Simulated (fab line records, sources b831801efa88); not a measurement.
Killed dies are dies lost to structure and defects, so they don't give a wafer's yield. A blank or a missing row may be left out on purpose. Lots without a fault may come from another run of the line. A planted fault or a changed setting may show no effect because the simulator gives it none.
Which tool did it? | flow sky130 | 11 lots, 32 wafers sampled, at 6 steps of a route of 708

WHAT THE GAUGES READ, wafer by wafer
SKY_VIA1_RS_MEAS_22: measures by four-point-probe.
lot  | measured     | on            | VIA1_W_RS (ohm/sq)
L858 | day 34 02:46 | film_metro-01 | 0.427 0.426 0.422
L859 | day 34 21:26 | film_metro-04 | 0.429 0.426 0.411
L861 | day 34 23:48 | film_metro-03 | 0.411 0.427 0.408
L863 | day 35 21:35 | film_metro-01 | 0.424 0.411 0.413
L865 | day 36 18:31 | film_metro-04 | 0.439 0.436 0.427
L864 | day 36 21:15 | film_metro-03 | 0.430 0.423 0.432
L869 | day 37 15:29 | film_metro-04 | 0.424 0.428
L870 | day 38 04:26 | film_metro-01 | 0.430 0.427 0.427
L875 | day 39 20:08 | film_metro-01 | 0.428 0.419 0.421
L876 | day 40 07:30 | film_metro-01 | 0.428 0.407 0.407
L881 | day 41 02:02 | film_metro-01 | 0.409 0.428 0.409

SKY_VIA4_RS_MEAS_19: measures by four-point-probe.
lot  | measured     | on            | VIA4_W_RS (ohm/sq)
L858 | day 42 22:08 | film_metro-03 | 0.217 0.226 0.217
L859 | day 43 17:47 | film_metro-02 | 0.226 0.219 0.226
L861 | day 43 18:04 | film_metro-03 | 0.225 0.228 0.227
L863 | day 44 12:26 | film_metro-01 | 0.227 0.226 0.231
L865 | day 45 06:09 | film_metro-02 | 0.219 0.219 0.224
L864 | day 45 08:57 | film_metro-02 | 0.227 0.231 0.228
L869 | day 46 01:37 | film_metro-02 | 0.227 0.129
L870 | day 46 12:19 | film_metro-02 | 0.225 0.229 0.130
L875 | day 47 19:35 | film_metro-02 | 0.216 0.223 0.225
L876 | day 48 04:40 | film_metro-03 | 0.216 0.226 0.218
L881 | day 48 17:45 | film_metro-02 | 0.217 0.225 0.220

SKY_VIA4_THK_MEAS_20: measures by xrf.
lot  | measured     | on            | VIA4_W_THK (nm)
L858 | day 42 22:14 | film_metro-03 | 518 498 519
L859 | day 43 17:54 | film_metro-02 | 490 508 493
L861 | day 43 18:11 | film_metro-03 | 498 494 496
L863 | day 44 12:33 | film_metro-01 | 502 499 491
L865 | day 45 06:14 | film_metro-02 | 510 508 498
L864 | day 45 09:04 | film_metro-02 | 488 482 485
L869 | day 46 01:43 | film_metro-02 | 492 851
L870 | day 46 12:26 | film_metro-02 | 497 487 843
L875 | day 47 19:42 | film_metro-02 | 518 500 498
L876 | day 48 04:46 | film_metro-03 | 524 501 518
L881 | day 48 17:52 | film_metro-02 | 513 495 507

WHICH TOOL RAN EACH LOT (tool, then ch and the chambers of the sampled wafers, then the start)
lot  | SKY_METAL1_SPUTTER_04        | SKY_METAL1_DESCUM_17              | SKY_VIA4_CVD_18
L858 | pvd_sputter-02, day 31 17:35 | rie_metal-02 ch 0,1, day 32 20:45 | cvd_w-01 ch 0,1, day 42 21:58
L859 | pvd_sputter-02, day 32 12:43 | rie_metal-03 ch 0,1, day 33 16:05 | cvd_w-01 ch 0,1, day 43 17:37
L861 | pvd_sputter-02, day 32 16:01 | rie_metal-04 ch 0,1, day 33 18:32 | cvd_w-02 ch 0,1, day 43 17:55
L863 | pvd_sputter-04, day 33 14:18 | rie_metal-03 ch 0,1, day 34 16:29 | cvd_w-02 ch 1, day 44 12:10
L865 | pvd_sputter-02, day 34 10:07 | rie_metal-02 ch 0,1, day 35 13:26 | cvd_w-01 ch 0,1, day 45 05:59
L864 | pvd_sputter-04, day 34 13:59 | rie_metal-04 ch 0,1, day 35 16:53 | cvd_w-02 ch 0,1, day 45 08:48
L869 | pvd_sputter-04, day 35 08:29 | rie_metal-04 ch 0,1, day 36 10:50 | cvd_w-02 ch 0, day 46 01:28
L870 | pvd_sputter-02, day 35 20:49 | rie_metal-02 ch 0,1, day 36 23:34 | cvd_w-02 ch 0,1, day 46 12:10
L875 | pvd_sputter-04, day 37 15:42 | rie_metal-02 ch 0,1, day 38 17:14 | cvd_w-01 ch 0,1, day 47 19:26
L876 | pvd_sputter-04, day 38 03:07 | rie_metal-04 ch 0,1, day 39 04:39 | cvd_w-01 ch 0,1, day 48 04:31
L881 | pvd_sputter-04, day 38 21:00 | rie_metal-03 ch 0,1, day 39 22:23 | cvd_w-01 ch 0,1, day 48 17:36
- SKY_METAL1_SPUTTER_04: material TiN, target thk 70 nm, time 58.3 s.
- SKY_METAL1_DESCUM_17: chemistry O2, time 8 s.
- SKY_VIA4_CVD_18: deposits W, target thk 505 nm, time 152.14 s.

WHAT THE TOOLS THEMSELVES READ (means of the sampled wafers that have a number; where no wafer has one, the mark that the record gives instead)
SKY_METAL1_SPUTTER_04.
lot  | tool           | throttle_valve_pct (%)
L858 | pvd_sputter-02 | 29.7
L859 | pvd_sputter-02 | 31.0
L861 | pvd_sputter-02 | 30.3
L863 | pvd_sputter-04 | 29.8
L865 | pvd_sputter-02 | 29.9
L864 | pvd_sputter-04 | 30.1
L869 | pvd_sputter-04 | 30.6
L870 | pvd_sputter-02 | 30.0
L875 | pvd_sputter-04 | 30.2
L876 | pvd_sputter-04 | 30.0
L881 | pvd_sputter-04 | 30.0

SKY_METAL1_DESCUM_17.
lot  | tool         | drypump_motor_current_A (A) | oes_product_au (a.u.)
L858 | rie_metal-02 | 5.3                         | 1.004
L859 | rie_metal-03 | 6.0                         | 1.006
L861 | rie_metal-04 | 5.6                         | 0.995
L863 | rie_metal-03 | 6.0                         | 1.008
L865 | rie_metal-02 | 5.7                         | 1.002
L864 | rie_metal-04 | 5.6                         | 0.989
L869 | rie_metal-04 | 5.6                         | 1.007
L870 | rie_metal-02 | 5.3                         | 1.001
L875 | rie_metal-02 | 5.3                         | 1.014
L876 | rie_metal-04 | 5.6                         | 0.994
L881 | rie_metal-03 | 6.0                         | 1.006

SKY_VIA4_CVD_18.
lot  | tool     | heater_power_w (W)
L858 | cvd_w-01 | 841
L859 | cvd_w-01 | 883
L861 | cvd_w-02 | 854
L863 | cvd_w-02 | 904
L865 | cvd_w-01 | 846
L864 | cvd_w-02 | 808
L869 | cvd_w-02 | 774
L870 | cvd_w-02 | 852
L875 | cvd_w-01 | 870
L876 | cvd_w-01 | 858
L881 | cvd_w-01 | 850

THE ANSWER, worked out from the rows above alone
Rule: what is usual is taken from the lots themselves. Put in order of their means at a reading, lots are off if they are a third of the lots or fewer, leave a main group of 4 or more, and stand apart from it by a gap of 3 or more times the standard deviation of the main group's means; of several such gaps the widest counts. A main group whose means are all the same, to the digits that the tables above print for the reading, isn't used. A lot without any number at a reading at which 4 lots or more have one is off too. The other lots that the step has rows for count as sound. The gauges are gone through in route order, then the tools' own readings, and for those a lot's mean is taken as printed above. The first step at which some lot is off is used, and at that step the reading that is off furthest; a lot without a number counts as furthest.
Off: L869, L870, at SKY_VIA4_RS_MEAS_19 (VIA4_W_RS). The main group: mean 0.223 ohm/sq, standard deviation 0.0034.
A tool fits if, at a process step before that reading, it ran every lot that is off, and no sound lot after the first of them. The gauges at SKY_VIA4_RS_MEAS_19 are tried like those tools. One fits: cvd_w-02 at SKY_VIA4_CVD_18. Its last sound lot is L864 (day 45 08:48), its first lot that is off L869 (day 46 01:28): a fault that began between those two fits.

WHAT THE SIMULATOR HAD PUT IN
Process parameter drift: cvd_w-02, from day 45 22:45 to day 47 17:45, at SKY_VIA4_CVD_18. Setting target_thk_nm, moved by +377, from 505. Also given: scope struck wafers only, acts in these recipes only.
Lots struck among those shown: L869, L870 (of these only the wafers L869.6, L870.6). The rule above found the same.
